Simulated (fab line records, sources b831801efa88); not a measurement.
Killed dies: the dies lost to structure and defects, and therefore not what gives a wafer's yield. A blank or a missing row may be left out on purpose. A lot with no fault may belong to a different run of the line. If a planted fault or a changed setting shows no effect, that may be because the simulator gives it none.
A struck lot beside a sound one    flow sky130    43 steps out of a route of 708
Sound: the wafers L890.2, L890.3, L890.6. Struck: wafer L897.6 (left out: L897.2, L897.3 of the same lot, which were not struck); the cause appears at the end.
At each step with rows: each side's tool, then ch and its chambers, then its first start. Under that, the readings that differ: sound wafers    struck wafers    difference of the means    sigmas: that difference in standard deviations of wafers without a fault.
alike: a reading whose means differ by less than 2 such deviations, as well as words and numbers matching on both sides. not compared: withheld readings; readings where some wafer has no value; bounds like >300 that might hide an equal value; numbers whose values overlap and for which the record gives no deviation.
The two part at a step that has a row with sigmas, a row that says differs or no value, or rows on one side only. Numbers that don't overlap but have no deviation are shown without sigmas and don't part them. A reading missing from all wafers of one side parts the sides only when that side holds two or more wafers.

SKY_VIA2_ETCH_15: etches SiO2 in C4F8/O2/Ar, stops on TiN, target depth 546 nm, time 84 s.
  sound on rie_diel-03 ch 0,2, day 38 05:04; struck on rie_diel-03 ch 3, day 39 00:04
  alike: oes_product_au
  not compared: rf_hours_counter_h
SKY_VIA2_STRIP_16: strips in O2/N2.
  sound on plasma_asher-01 ch 0,1, day 38 05:08; struck on plasma_asher-01 ch 1, day 39 00:08
  alike: drypump_motor_current_A, oes_product_au, strip_time_to_endpoint_s
  not compared: rf_hours_counter_h
then, 5 steps without rows for these wafers: SKY_VIA2_STRIP_17 (strips in post etch residue remover, time 1200 s); SKY_VIA2_CLEAN_18 (cleans in IPA, time 180 s); SKY_VIA2_CLEAN_19 (cleans in O3/DIW); SKY_VIA2_SPUTTER_20 (material TiN, target thk 20 nm, time 80 s); SKY_VIA2_CVD_21 (deposits W, target thk 420 nm, time 126.4 s).
SKY_VIA2_RS_MEAS_22: measurement is done with a four-point probe.
  struck on film_metro-04, day 39 00:56; sound on film_metro-01, day 38 05:56
  alike: VIA2_W_RS
SKY_VIA2_THK_MEAS_23: measures by xrf.
  struck on film_metro-04, day 39 01:03; sound on film_metro-01, day 38 06:03
  alike: VIA2_W_THK
SKY_VIA2_CMP_24: polishes, stops on SiO2, t overpolish 20 s, target thk 0 nm.
  sound on cmp-01 ch 0,1,3, day 38 06:12; struck on cmp-02 ch 0, day 39 01:06
  alike: motor_current_A, overpolish_run_s, time_to_endpoint_s
then, 2 steps without rows for these wafers: SKY_METAL3_SPUTTER_00 (material Ti, target thk 15 nm, time 10 s); SKY_METAL3_SPUTTER_01 (material TiN, target thk 20 nm, time 16.7 s).
SKY_METAL3_SPUTTER_02: material AlCu, target thk 735 nm, time 39.1 s.
  struck on pvd_sputter-01, day 39 01:27; sound on pvd_sputter-01, day 38 06:26
  alike: throttle_valve_pct
SKY_METAL3_SPUTTER_03: material Ti, target thk 5 nm, time 3.3 s.
  struck on pvd_sputter-01, day 39 01:29; sound on pvd_sputter-01, day 38 06:29
  alike: throttle_valve_pct
then, 1 step without rows for these wafers: SKY_METAL3_SPUTTER_04 (material TiN, target thk 70 nm, time 58.3 s).
SKY_CAPM_CVD_00: deposits SiO2, target thk 15.5 nm.
  sound on pecvd-03 ch 1,2, day 38 06:33; struck on pecvd-02 ch 2, day 39 01:34
  alike: heater_power_w
SKY_CAPM_THK_MEAS_01:
  struck on film_metro-01, day 39 01:35; sound on film_metro-02, day 38 06:35
  alike: CAPM_CVD_00_THK
then, 1 step without rows for these wafers: SKY_CAPM_SPUTTER_02 (material TiN, target thk 200 nm, time 166.7 s).
SKY_CAPM_RS_MEAS_03: measurement is done with a four-point probe.
  struck on film_metro-02, day 39 01:46; sound on film_metro-02, day 38 06:46
  alike: CAPM_TIN_RS
SKY_CAPM_THK_MEAS_04: measures by xrf.
  struck on film_metro-02, day 39 01:53; sound on film_metro-02, day 38 06:52
  alike: CAPM_TIN_THK
then, 7 steps without rows for these wafers: SKY_CAPM_DEHYDRATE_05 (time 60 s); SKY_CAPM_HMDS_06 (prime time 60 s); SKY_CAPM_COAT_07 (resist thk 1140 nm); SKY_CAPM_SOFTBAKE_08 (time 60 s); SKY_CAPM_EXPOSE_09 (exposes mask CAPM, target cd 1000 nm); SKY_CAPM_PEB_10; SKY_CAPM_DEVELOP_11 (develop time 60 s).
SKY_CAPM_OVL_MEAS_12:
  struck on overlay-02, day 40 02:04; sound on overlay-01, day 39 08:23
  alike: CAPM_OVL
then, 13 steps without rows for these wafers: SKY_CAPM_METAL_ETCH_13 (etches TiN in Cl2/BCl3, stops on SiO2, target depth 220 nm, time 62.9 s); SKY_CAPM_STRIP_14 (strips in O2/N2); SKY_CAPM_STRIP_15 (strips in post etch residue remover, time 1200 s); SKY_CAPM_CLEAN_16 (cleans in IPA, time 180 s); SKY_CAPM_CLEAN_17 (cleans in O3/DIW); SKY_METAL3_DEHYDRATE_05 (time 60 s); SKY_METAL3_HMDS_06 (prime time 60 s); SKY_METAL3_COAT_07 (resist thk 60 nm); SKY_METAL3_COAT_08 (resist thk 1140 nm); SKY_METAL3_SOFTBAKE_09 (time 90 s); SKY_METAL3_EXPOSE_10 (exposes mask MM3, target cd 300 nm); SKY_METAL3_PEB_11; SKY_METAL3_DEVELOP_12 (develop time 60 s).
SKY_METAL3_CD_MEAS_13: the cd target is 300 nm.
  struck on cd_sem-02, day 41 04:55; sound on cd_sem-02, day 40 10:28
  alike: cd_nm
-- the record jumps here: 7 days lie between the struck wafers' starts before and after (it left off in module METAL3 and takes up again in module PAD_OPEN, whose first step shown is number 708 of the route) --
SKY_PAD_OPEN_PROBE_99:
  struck on prober-02, day 48 11:51; sound on prober-02, day 47 20:23
reading                                sound               struck  difference  sigmas
defect_limited_yield (%)               81.9 82.1 82.5      74.6    -7.6        -4
killed_at_M0_to_M3                     39 39 43            84      +44         +7
killed_dies                            89 88 86            125     +37         +4
sort_bin_3_pad_short (%)               1.0 0.8 0.6         1.8     +1.0        +2
sort_bin_5_function (%)                9.3 10.2 9.1        16.1    +6.6        +5
sort_n_pass                            403 404 406         367     -37         -4
sort_yield_pct (%)                     81.9 82.1 82.5      74.6    -7.6        -4
model.etest.tester.sort_n_pass         403 404 406         367     -37         
model.etest.tester.sort_yield_pct (%)  81.91 82.11 82.52   74.59   -7.59       
model.etest.tester.sort_bin_5_pct (%)  9.35 10.16 9.146    16.06   +6.51       
model.etest.tester.sort_bin_3_pct (%)  1.016 0.813 0.6098  1.829   +1.016      
  alike: killed_at_M4_up, killed_at_contacts, killed_at_front_end, killed_at_other, killed_open, killed_short, sort_bin_6_memory

## WHERE THEY PART
Only at SKY_PAD_OPEN_PROBE_99, within this record.

WHY: what had been put in by the simulator
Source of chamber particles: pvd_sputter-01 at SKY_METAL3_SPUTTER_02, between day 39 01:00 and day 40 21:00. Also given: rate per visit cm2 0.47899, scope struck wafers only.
